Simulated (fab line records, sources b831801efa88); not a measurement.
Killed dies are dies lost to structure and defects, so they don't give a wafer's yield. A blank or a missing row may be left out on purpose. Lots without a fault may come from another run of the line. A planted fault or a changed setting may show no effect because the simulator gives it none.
A struck lot beside a sound one | flow gf180mcu | 44 steps out of a route of 602
Sound: wafers L627.2, L627.3, L627.4. Struck: wafer L635.1. (L635.3 of the same lot was not struck and is left out.) The cause comes at the end.
At each step with rows: each side's tool, then ch and its chambers, then its first start. Under that, the readings that differ: sound wafers | struck wafers | difference of the means | sigmas: that difference in standard deviations of wafers without a fault.
alike: readings whose means differ by less than 2 such deviations, and words and numbers that are the same on both sides. not compared: withheld readings, readings that some wafer has no value for, bounds like >300 that may hide the same value, and numbers for which the record gives no deviation and whose values overlap.
The two part at a step that has a row with sigmas, a row that says differs or no value, or rows on one side only. Numbers that don't overlap but have no deviation are shown without sigmas and don't part them. A reading that every wafer of one side lacks parts them only if that side has two wafers or more.

first, 3 steps without rows for these wafers: GF_V2_STRIP_19 (strips in post etch residue remover, time 1200 s); GF_V2_CLEAN_20 (cleans in DIW); GF_V2_SPUTTER_21 (material Ti, target thk 15 nm, time 80.02 s).
GF_V2_SPUTTER_22: material TiN, target thk 10 nm, time 40 s.
  sound on pvd_sputter-01, day 22 12:13; struck on pvd_sputter-01, day 25 05:00
  alike: throttle_valve_pct
then, 1 step without rows for these wafers: GF_V2_CVD_23 (deposits W, target thk 350 nm, time 104.94 s).
GF_V2_RS_MEAS_24: measures by four-point-probe.
  sound on film_metro-01, day 22 12:23; struck on film_metro-01, day 25 05:09
  alike: V2_W_RS
GF_V2_THK_MEAS_25: measures by xrf.
  sound on film_metro-01, day 22 12:29; struck on film_metro-01, day 25 05:16
  reading       | sound       | struck | difference | sigmas
  V2_W_THK (nm) | 356 354 351 | 370    | +16        | +2
GF_V2_CMP_26: polishes, stops on SiO2, t overpolish 15 s, target thk 0 nm.
  sound on cmp-02 ch 0,1,2, day 22 12:32; struck on cmp-02 ch 2, day 25 05:23
  alike: motor_current_A, overpolish_run_s, platen_rpm, time_to_endpoint_s
then, 3 steps without rows for these wafers: GF_M3_SPUTTER_00 (material Ti, target thk 37.5 nm, time 150 s); GF_M3_SPUTTER_01 (material TiN, target thk 30 nm, time 25 s); GF_M3_SPUTTER_02 (material AlCu, target thk 450 nm, time 23.9 s).
GF_M3_SPUTTER_03: material Ti, target thk 10 nm, time 6.7 s.
  sound on pvd_sputter-04, day 22 13:00; struck on pvd_sputter-02, day 25 05:47
  alike: throttle_valve_pct
GF_M3_SPUTTER_04: material TiN, target thk 50 nm, time 41.7 s.
  sound on pvd_sputter-04, day 22 13:01; struck on pvd_sputter-02, day 25 05:49
  reading                                | sound             | struck | difference | sigmas
  model.TiN_of_M3_SPUTTER_04.thk_nm (nm) | 51.62 51.01 51.22 | 47.41  | -3.87      |
  alike: throttle_valve_pct
GF_M3_RS_MEAS_05: measures by four-point-probe.
  sound on film_metro-03, day 22 13:05; struck on film_metro-01, day 25 05:51
  reading             | sound                | struck | difference | sigmas
  M3_ALCU_RS (ohm/sq) | 0.0708 0.0705 0.0709 | 0.0677 | -0.0030    | -4
GF_M3_THK_MEAS_06: measures by xrf.
  sound on film_metro-03, day 22 13:11; struck on film_metro-01, day 25 05:58
  reading          | sound       | struck | difference | sigmas
  M3_ALCU_THK (nm) | 439 440 439 | 461    | +22        | +4
then, 7 steps without rows for these wafers: GF_M3_DEHYDRATE_07 (time 60 s); GF_M3_HMDS_08 (prime time 60 s); GF_M3_COAT_09 (resist thk 1000 nm); GF_M3_SOFTBAKE_10 (time 60 s); GF_M3_EXPOSE_11 (exposes mask Metal3, target cd 280 nm); GF_M3_PEB_12 (peb time 90 s); GF_M3_DEVELOP_13 (develop time 60 s).
GF_M3_CD_MEAS_14: target cd 280 nm.
  sound on cd_sem-01, day 23 12:35; struck on cd_sem-01, day 26 03:35
  reading    | sound             | struck | difference | sigmas
  cd_nm (nm) | 280.4 281.1 280.0 | 278.4  | -2.1       | -2
GF_M3_OVL_MEAS_15:
  sound on overlay-02, day 23 12:42; struck on overlay-01, day 26 03:42
  alike: M3_OVL
GF_M3_METAL_ETCH_16: etches the open film in Cl2/BCl3, stops on SiO2, target depth 627.5 nm, time 104.6 s.
  sound on rie_metal-01 ch 0,1, day 23 12:44; struck on rie_metal-02 ch 1, day 26 03:44
  reading                | sound                | struck | difference | sigmas
  throttle_valve_pct (%) | 28.269 28.270 28.269 | 28.226 | -0.043     | -4
  alike: drypump_motor_current_A, he_backside_leak_sccm, oes_product_au
  not compared: rf_hours_counter_h
then, 4 steps without rows for these wafers: GF_M3_STRIP_17 (strips in O2/N2); GF_M3_STRIP_18 (strips in post etch residue remover, time 1200 s); GF_M3_CLEAN_19 (cleans in DIW); GF_V3_CVD_00 (deposits SiO2, target thk 600 nm, time 100 s).
GF_V3_THK_MEAS_01:
  sound on film_metro-02, day 23 13:27; struck on film_metro-02, day 26 04:30
  reading            | sound       | struck | difference | sigmas
  V3_CVD_00_THK (nm) | 609 606 607 | 593    | -14        | -2
GF_V3_CVD_02: deposits SiO2 from TEOS, target thk 850 nm, time 94.851 s.
  sound on pecvd-04 ch 1,2, day 23 13:30; struck on pecvd-04 ch 2, day 26 04:34
  alike: heater_power_w, susceptor_temp_C
GF_V3_THK_MEAS_03:
  sound on film_metro-04, day 23 13:35; struck on film_metro-04, day 26 04:38
  alike: V3_CVD_02_THK
then, 1 step without rows for these wafers: GF_V3_CMP_04 (polishes SiO2).
GF_V3_BOW_MEAS_05:
  sound on film_metro-04, day 23 13:57; struck on film_metro-02, day 26 04:59
  alike: V3_BOW
then, 8 steps without rows for these wafers: GF_V3_DEHYDRATE_06 (time 60 s); GF_V3_HMDS_07 (prime time 60 s); GF_V3_COAT_08; GF_V3_COAT_09 (resist thk 1000 nm); GF_V3_SOFTBAKE_10 (time 60 s); GF_V3_EXPOSE_11 (exposes mask Via3, target cd 260 nm); GF_V3_PEB_12 (peb time 90 s); GF_V3_DEVELOP_13 (develop time 60 s).
GF_V3_STRIP_19: strips in post etch residue remover, time 1200 s.
  sound on wet_bench-03 ch 1, day 24 12:19; struck on wet_bench-04 ch 3, day 27 01:52
  reading                                | sound             | struck | difference | sigmas
  model.TiN_of_M3_SPUTTER_04.thk_nm (nm) | 50.78 50.17 50.38 | 46.57  | -3.87      |
GF_PASSIVATION_PROBE_99:
  the record has rows for the sound wafers here (prober-02, day 30 21:32) and none for the struck ones

WHERE THEY PART
First at GF_V2_THK_MEAS_25; last, within this record, at GF_PASSIVATION_PROBE_99.

WHY: what the simulator had put in
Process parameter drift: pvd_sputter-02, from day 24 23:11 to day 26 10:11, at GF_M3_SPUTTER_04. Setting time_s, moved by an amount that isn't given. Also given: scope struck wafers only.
